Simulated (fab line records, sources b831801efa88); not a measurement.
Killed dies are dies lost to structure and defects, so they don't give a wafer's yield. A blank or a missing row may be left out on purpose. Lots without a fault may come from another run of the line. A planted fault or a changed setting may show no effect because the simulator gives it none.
Which tool did it? | flow gf180mcu | 7 lots, 21 wafers sampled, at 2 steps of a route of 602

WHAT THE GAUGES READ, wafer by wafer
GF_V2_RS_MEAS_24: measures by four-point-probe.
lot  | measured     | on            | V2_W_RS (ohm/sq)
L253 | day 20 14:46 | film_metro-04 | 0.320 0.327 0.329
L256 | day 22 05:31 | film_metro-01 | 0.325 0.321 0.329
L259 | day 23 01:55 | film_metro-01 | 43.911 43.014 43.914
L268 | day 25 23:38 | film_metro-04 | 0.317 0.319 0.328
L270 | day 26 14:47 | film_metro-04 | 0.326 0.320 0.329
L273 | day 27 11:20 | film_metro-02 | 0.322 0.332 0.321
L275 | day 28 02:12 | film_metro-01 | 0.335 0.336 0.322

WHICH TOOL RAN EACH LOT (tool, then ch and the chambers of the sampled wafers, then the start)
lot  | GF_V2_CVD_23
L253 | cvd_w-02 ch 0,1, day 20 14:38
L256 | cvd_w-01 ch 0,1, day 22 05:23
L259 | cvd_w-01 ch 0,1, day 23 01:47
L268 | cvd_w-01 ch 0,1, day 25 23:30
L270 | cvd_w-01 ch 0,1, day 26 14:40
L273 | cvd_w-01 ch 0,1, day 27 11:14
L275 | cvd_w-01 ch 0,1, day 28 02:05
- GF_V2_CVD_23: deposits W, target thk 350 nm, time 104.94 s.

THE ANSWER, worked out from the rows above alone
Rule: what is usual is taken from the lots themselves. Put in order of their means at a reading, lots are off if they are a third of the lots or fewer, leave a main group of 4 or more, and stand apart from it by a gap of 3 or more times the standard deviation of the main group's means; of several such gaps the widest counts. A main group whose means are all the same, to the digits that the tables above print for the reading, isn't used. A lot without any number at a reading at which 4 lots or more have one is off too. The other lots that the step has rows for count as sound.
Off: L259, at GF_V2_RS_MEAS_24 (V2_W_RS). The main group: mean 0.325 ohm/sq, standard deviation 0.0028.
A tool fits if, at a process step before that reading, it ran every lot that is off, and no sound lot after the first of them. The gauges at GF_V2_RS_MEAS_24 are tried like those tools. None of those tried fits.

WHAT THE SIMULATOR HAD PUT IN
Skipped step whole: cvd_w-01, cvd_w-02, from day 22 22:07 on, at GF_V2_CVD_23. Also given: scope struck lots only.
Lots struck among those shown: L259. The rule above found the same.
